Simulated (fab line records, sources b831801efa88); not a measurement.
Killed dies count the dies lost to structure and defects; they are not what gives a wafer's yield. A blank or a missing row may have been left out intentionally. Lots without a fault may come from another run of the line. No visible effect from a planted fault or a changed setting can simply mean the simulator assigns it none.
The tool behind it: which one? / flow gf180mcu / 36 wafers from 12 lots sampled at 6 of the route's 602 steps

== WHAT EACH GAUGE READ, for each wafer ==
GF_HV_LDD_CD_MEAS_31: target cd 400 nm. Usual: cd nm at 399.2 nm, with a standard deviation of 2.3.
lot=L529; measured=day 11 19:01; on=cd sem-01; cd nm (nm)=397.9 401.5 398.2; flag=
lot=L528; measured=day 11 19:35; on=cd sem-01; cd nm (nm)=399.7 399.0 399.1; flag=
lot=L531; measured=day 12 15:31; on=cd sem-01; cd nm (nm)=396.9 399.3 396.5; flag=
lot=L535; measured=day 13 18:04; on=cd sem-02; cd nm (nm)=399.2 400.1 397.9; flag=
lot=L536; measured=day 14 00:40; on=cd sem-01; cd nm (nm)=400.8 399.9 400.9; flag=
lot=L537; measured=day 14 08:35; on=cd sem-01; cd nm (nm)=398.3 400.5 398.4; flag=
lot=L538; measured=day 14 16:01; on=cd sem-02; cd nm (nm)=398.8 398.6 398.0; flag=
lot=L540; measured=day 15 05:41; on=cd sem-01; cd nm (nm)=- - -; flag=OFF
lot=L544; measured=day 16 17:14; on=cd sem-01; cd nm (nm)=396.1 397.6 400.3; flag=
lot=L549; measured=day 18 10:08; on=cd sem-01; cd nm (nm)=402.3 401.4 399.3; flag=
lot=L550; measured=day 18 16:25; on=cd sem-01; cd nm (nm)=400.3 400.0 400.2; flag=
lot=L551; measured=day 19 02:07; on=cd sem-02; cd nm (nm)=397.3 396.0 397.8; flag=

GF_HV_LDD_TW_MEAS_38. Usual: HV_LDD_3_TW gives 1434 (standard deviation 15).
lot=L529; measured=day 11 19:51; on=film metro-01; HV_LDD_3_TW=1443 1441 1442; flag=
lot=L528; measured=day 11 20:26; on=film metro-04; HV_LDD_3_TW=1412 1415 1415; flag=
lot=L531; measured=day 12 16:23; on=film metro-04; HV_LDD_3_TW=1419 1406 1415; flag=
lot=L535; measured=day 13 18:55; on=film metro-04; HV_LDD_3_TW=1412 1411 1419; flag=
lot=L536; measured=day 14 01:31; on=film metro-04; HV_LDD_3_TW=1424 1421 1427; flag=
lot=L537; measured=day 14 09:25; on=film metro-01; HV_LDD_3_TW=1430 1422 1434; flag=
lot=L538; measured=day 14 16:52; on=film metro-04; HV_LDD_3_TW=1430 1425 1424; flag=
lot=L540; measured=day 15 06:31; on=film metro-04; HV_LDD_3_TW=30 30 30; flag=OFF
lot=L544; measured=day 16 18:06; on=film metro-01; HV_LDD_3_TW=1436 1452 1442; flag=
lot=L549; measured=day 18 11:00; on=film metro-01; HV_LDD_3_TW=1439 1438 1434; flag=
lot=L550; measured=day 18 17:15; on=film metro-01; HV_LDD_3_TW=1452 1439 1447; flag=
lot=L551; measured=day 19 02:56; on=film metro-04; HV_LDD_3_TW=1418 1412 1422; flag=

GF_HV_LDD_TW_MEAS_50. Usual: HV_LDD_4_TW gives 568 (standard deviation 6.4).
lot=L529; measured=day 12 15:04; on=film metro-01; HV_LDD_4_TW=566 567 567; flag=
lot=L528; measured=day 12 15:43; on=film metro-04; HV_LDD_4_TW=562 561 560; flag=
lot=L531; measured=day 13 12:24; on=film metro-02; HV_LDD_4_TW=576 572 577; flag=
lot=L535; measured=day 14 16:29; on=film metro-04; HV_LDD_4_TW=566 569 565; flag=
lot=L536; measured=day 14 22:49; on=film metro-01; HV_LDD_4_TW=570 572 571; flag=
lot=L537; measured=day 15 06:57; on=film metro-02; HV_LDD_4_TW=575 574 576; flag=
lot=L538; measured=day 15 14:28; on=film metro-02; HV_LDD_4_TW=576 574 574; flag=
lot=L540; measured=day 16 04:40; on=film metro-04; HV_LDD_4_TW=1425 1431 1431; flag=OFF
lot=L544; measured=day 17 17:41; on=film metro-02; HV_LDD_4_TW=573 575 573; flag=
lot=L549; measured=day 19 11:49; on=film metro-04; HV_LDD_4_TW=562 564 561; flag=
lot=L550; measured=day 19 17:58; on=film metro-04; HV_LDD_4_TW=558 560 558; flag=
lot=L551; measured=day 20 02:47; on=film metro-01; HV_LDD_4_TW=571 571 572; flag=

GF_CONTACT_RS_MEAS_25: measures by four-point-probe. Usual: CONTACT_W_RS gives 0.383 ohm/sq (standard deviation 0.0032).
lot=L529; measured=day 16 08:53; on=film metro-04; CONTACT_W_RS (ohm/sq)=0.387 0.386 0.387; flag=
lot=L528; measured=day 16 10:56; on=film metro-01; CONTACT_W_RS (ohm/sq)=0.377 0.384 0.381; flag=
lot=L531; measured=day 17 10:50; on=film metro-04; CONTACT_W_RS (ohm/sq)=0.383 0.381 0.383; flag=
lot=L535; measured=day 18 17:10; on=film metro-02; CONTACT_W_RS (ohm/sq)=0.378 0.381 0.379; flag=
lot=L536; measured=day 19 00:35; on=film metro-01; CONTACT_W_RS (ohm/sq)=0.382 0.381 0.385; flag=
lot=L537; measured=day 19 09:16; on=film metro-04; CONTACT_W_RS (ohm/sq)=0.381 0.382 0.382; flag=
lot=L538; measured=day 19 18:06; on=film metro-02; CONTACT_W_RS (ohm/sq)=0.375 0.375 0.376; flag=
lot=L544; measured=day 22 01:50; on=film metro-01; CONTACT_W_RS (ohm/sq)=0.380 0.384 0.387; flag=
lot=L549; measured=day 23 16:20; on=film metro-04; CONTACT_W_RS (ohm/sq)=0.384 0.381 0.382; flag=
lot=L550; measured=day 23 23:15; on=film metro-02; CONTACT_W_RS (ohm/sq)=0.385 0.379 0.388; flag=
lot=L551; measured=day 24 05:46; on=film metro-04; CONTACT_W_RS (ohm/sq)=0.382 0.382 0.385; flag=

GF_M2_CD_MEAS_14: target cd 280 nm. Usual: cd nm at 279.8 nm, with a standard deviation of 1.
lot=L529; measured=day 19 11:49; on=cd sem-01; cd nm (nm)=279.6 280.7 280.4; flag=
lot=L528; measured=day 19 14:21; on=cd sem-01; cd nm (nm)=280.2 279.9 280.7; flag=
lot=L531; measured=day 20 15:25; on=cd sem-01; cd nm (nm)=278.6 280.5 280.4; flag=
lot=L535; measured=day 21 21:30; on=cd sem-02; cd nm (nm)=280.0 280.5 279.6; flag=
lot=L536; measured=day 22 04:58; on=cd sem-01; cd nm (nm)=279.4 279.5 279.2; flag=
lot=L537; measured=day 22 12:38; on=cd sem-01; cd nm (nm)=279.0 278.5 279.6; flag=
lot=L538; measured=day 22 21:21; on=cd sem-02; cd nm (nm)=279.4 279.5 279.3; flag=
lot=L544; measured=day 25 00:50; on=cd sem-01; cd nm (nm)=279.5 280.5 280.8; flag=
lot=L549; measured=day 26 12:47; on=cd sem-01; cd nm (nm)=278.8 279.4 278.7; flag=
lot=L550; measured=day 26 19:36; on=cd sem-01; cd nm (nm)=282.7 281.2 281.2; flag=
lot=L551; measured=day 27 00:55; on=cd sem-01; cd nm (nm)=278.8 278.9 278.9; flag=

== EACH LOT AND THE TOOL THAT RAN IT (in order: tool; ch and the chambers of the sampled wafers; start) ==
lot=L529; GF_HV_LDD_EXPOSE_28=iline stepper-01 ch 0, day 11 09:22
lot=L528; GF_HV_LDD_EXPOSE_28=iline stepper-01 ch 0, day 11 09:55
lot=L531; GF_HV_LDD_EXPOSE_28=iline stepper-02 ch 0, day 12 05:34
lot=L535; GF_HV_LDD_EXPOSE_28=iline stepper-01 ch 0, day 13 08:25
lot=L536; GF_HV_LDD_EXPOSE_28=iline stepper-01 ch 0, day 13 15:32
lot=L537; GF_HV_LDD_EXPOSE_28=iline stepper-01 ch 0, day 13 22:07
lot=L538; GF_HV_LDD_EXPOSE_28=iline stepper-01 ch 0, day 14 05:58
lot=L540; GF_HV_LDD_EXPOSE_28=iline stepper-01 ch 0, day 14 18:49
lot=L544; GF_HV_LDD_EXPOSE_28=iline stepper-02 ch 0, day 16 06:11
lot=L549; GF_HV_LDD_EXPOSE_28=iline stepper-01 ch 0, day 17 22:09
lot=L550; GF_HV_LDD_EXPOSE_28=iline stepper-02 ch 0, day 18 04:18
lot=L551; GF_HV_LDD_EXPOSE_28=iline stepper-02 ch 0, day 18 14:30
- GF_HV_LDD_EXPOSE_28: exposes mask Nplus HV AREA, target cd 400 nm.

== AS READ BY THE TOOLS THEMSELVES (means over the sampled wafers that have a number; for cases with no such wafer, the mark the record gives instead) ==
The record holds no such reading with a usual standard deviation.

== THE ANSWER, worked out from the rows above alone ==
Rule: a lot is off if the mean of its wafers that have a number lies more than 3 standard deviations from the usual mean. A lot without any number at a reading at which 4 lots or more have one is off too. The other lots that the step has rows for count as sound. Order of review: gauges by route order, followed by the tools' own readings, for which a lot's mean as printed above is used. The first step at which some lot is off is used, and at that step the reading that is off furthest; a lot without a number counts as furthest.
Off: L540, at GF_HV_LDD_CD_MEAS_31 (cd nm). Without a number there: L540.
A tool fits if, at a process step before that reading, it ran every lot that is off, and no sound lot after the first of them. Not tried: the gauges at GF_HV_LDD_CD_MEAS_31; whatever is off there is also off at GF_HV_LDD_TW_MEAS_38, on other tools, and gauge error can't account for it. None of those tried fits.

== WHAT WAS PUT IN BY THE SIMULATOR ==
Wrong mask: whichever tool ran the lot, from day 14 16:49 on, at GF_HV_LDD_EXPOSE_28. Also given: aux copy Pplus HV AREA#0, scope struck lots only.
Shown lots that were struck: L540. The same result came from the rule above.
